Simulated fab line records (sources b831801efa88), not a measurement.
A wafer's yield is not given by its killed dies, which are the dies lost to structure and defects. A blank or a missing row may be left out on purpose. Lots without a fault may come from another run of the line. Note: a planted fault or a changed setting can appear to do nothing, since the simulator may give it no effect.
Which tool was responsible? / flow gf180mcu / Sampling: 14 lots, 42 wafers, 3 of 602 route steps

WHAT THE GAUGES SHOWED, per wafer
GF_M4_THK_MEAS_06: measures by xrf.
lot=L862; measured=day 23 06:50; on=filmMetro-03; M4_ALCU_THK (nm)=450 458 457
lot=L863; measured=day 23 17:50; on=filmMetro-03; M4_ALCU_THK (nm)=450 448 448
lot=L864; measured=day 24 02:46; on=filmMetro-03; M4_ALCU_THK (nm)=442 455 445
lot=L865; measured=day 24 13:22; on=filmMetro-01; M4_ALCU_THK (nm)=453 441 443
lot=L866; measured=day 24 19:14; on=filmMetro-03; M4_ALCU_THK (nm)=450 443 451
lot=L868; measured=day 25 12:20; on=filmMetro-03; M4_ALCU_THK (nm)=450 451 450
lot=L869; measured=day 25 20:24; on=filmMetro-01; M4_ALCU_THK (nm)=439 437 435
lot=L870; measured=day 26 08:25; on=filmMetro-01; M4_ALCU_THK (nm)=442 445 445
lot=L871; measured=day 26 12:47; on=filmMetro-03; M4_ALCU_THK (nm)=451 456 449
lot=L872; measured=day 26 22:48; on=filmMetro-03; M4_ALCU_THK (nm)=454 451 448
lot=L873; measured=day 27 07:35; on=filmMetro-03; M4_ALCU_THK (nm)=445 444 447
lot=L877; measured=day 28 13:00; on=filmMetro-01; M4_ALCU_THK (nm)=441 447 447
lot=L878; measured=day 28 18:48; on=filmMetro-03; M4_ALCU_THK (nm)=447 449 454
lot=L879; measured=day 28 19:48; on=filmMetro-03; M4_ALCU_THK (nm)=454 454 460

GF_V4_BOW_MEAS_05.
lot=L862; measured=day 24 06:17; on=filmMetro-04; V4_BOW (um)=145 142 130
lot=L863; measured=day 24 17:31; on=filmMetro-04; V4_BOW (um)=130 134 130
lot=L864; measured=day 25 02:21; on=filmMetro-01; V4_BOW (um)=155 139 142
lot=L865; measured=day 25 12:24; on=filmMetro-04; V4_BOW (um)=119 143 143
lot=L866; measured=day 25 18:03; on=filmMetro-01; V4_BOW (um)=132 132 131
lot=L868; measured=day 26 10:37; on=filmMetro-02; V4_BOW (um)=144 142 149
lot=L869; measured=day 26 17:57; on=filmMetro-04; V4_BOW (um)=137 146 140
lot=L870; measured=day 27 06:43; on=filmMetro-01; V4_BOW (um)=150 135 136
lot=L871; measured=day 27 10:45; on=filmMetro-02; V4_BOW (um)=140 157 136
lot=L872; measured=day 27 20:31; on=filmMetro-02; V4_BOW (um)=140 146 117
lot=L873; measured=day 28 05:14; on=filmMetro-01; V4_BOW (um)=129 143 146
lot=L877; measured=day 29 08:10; on=filmMetro-02; V4_BOW (um)=145 140 135
lot=L878; measured=day 29 15:14; on=filmMetro-02; V4_BOW (um)=131 141 136
lot=L879; measured=day 29 16:36; on=filmMetro-02; V4_BOW (um)=139 142 142

GF_TOP_METAL_RS_MEAS_05: a four-point-probe measurement.
lot=L862; measured=day 28 00:00; on=filmMetro-03; TOP_METAL_ALCU_RS (ohm/sq)=0.0320 0.0326 0.0328
lot=L863; measured=day 28 13:25; on=filmMetro-03; TOP_METAL_ALCU_RS (ohm/sq)=0.0320 0.0327 0.0325
lot=L864; measured=day 28 17:28; on=filmMetro-02; TOP_METAL_ALCU_RS (ohm/sq)=0.0323 0.0324 0.0319
lot=L865; measured=day 29 05:41; on=filmMetro-02; TOP_METAL_ALCU_RS (ohm/sq)=0.0320 0.0325 0.0323
lot=L866; measured=day 29 10:19; on=filmMetro-03; TOP_METAL_ALCU_RS (ohm/sq)=0.0321 0.0331 0.0323
lot=L868; measured=day 29 21:59; on=filmMetro-03; TOP_METAL_ALCU_RS (ohm/sq)=0.0329 0.0325 0.0329
lot=L869; measured=day 30 05:10; on=filmMetro-02; TOP_METAL_ALCU_RS (ohm/sq)=0.0330 0.0329 0.0325
lot=L870; measured=day 30 15:24; on=filmMetro-03; TOP_METAL_ALCU_RS (ohm/sq)=0.0328 0.0328 0.0329
lot=L871; measured=day 30 23:00; on=filmMetro-02; TOP_METAL_ALCU_RS (ohm/sq)=0.0332 0.0334 0.0329
lot=L872; measured=day 31 05:35; on=filmMetro-01; TOP_METAL_ALCU_RS (ohm/sq)=0.0336 0.0333 0.0336
lot=L873; measured=day 31 12:25; on=filmMetro-03; TOP_METAL_ALCU_RS (ohm/sq)=0.0320 0.0325 0.0326
lot=L877; measured=day 32 12:22; on=filmMetro-02; TOP_METAL_ALCU_RS (ohm/sq)=0.0336 0.0338 0.0338
lot=L878; measured=day 32 18:47; on=filmMetro-01; TOP_METAL_ALCU_RS (ohm/sq)=0.0329 0.0329 0.0331
lot=L879; measured=day 32 21:28; on=filmMetro-03; TOP_METAL_ALCU_RS (ohm/sq)=0.0327 0.0328 0.0329

EACH LOT AND THE TOOL THAT RAN IT (in order: tool; ch and the chambers of the sampled wafers; start)
Record: no process step prior to these readings.

WHAT THE TOOLS THEMSELVES READ (means of the sampled wafers that have a number; where no wafer has one, the mark that the record gives instead)
The record holds no such reading with a usual standard deviation.

THE ANSWER, worked out from the rows above alone
Rule: usual is defined by the lots themselves. The widest of any qualifying gaps counts: lots, ordered by their means at a reading, are off when they make up no more than a third of the lots, leave a main group of 4 or more, and stand apart from it by 3 or more times the standard deviation of that group's means. The tables above print the reading to a certain number of digits; a main group whose means all agree to those digits is not used. Also off: a lot with no number at a reading for which 4 or more lots have one. The other lots that the step has rows for count as sound. After the gauges, taken in route order, come the tools' own readings; for these a lot's mean is taken, as printed above. The first step at which some lot is off is used, and at that step the reading that is off furthest; a lot without a number counts as furthest.
None of the lots is off at any reading shown; this tells nothing.

WHAT THE SIMULATOR HAD PUT IN
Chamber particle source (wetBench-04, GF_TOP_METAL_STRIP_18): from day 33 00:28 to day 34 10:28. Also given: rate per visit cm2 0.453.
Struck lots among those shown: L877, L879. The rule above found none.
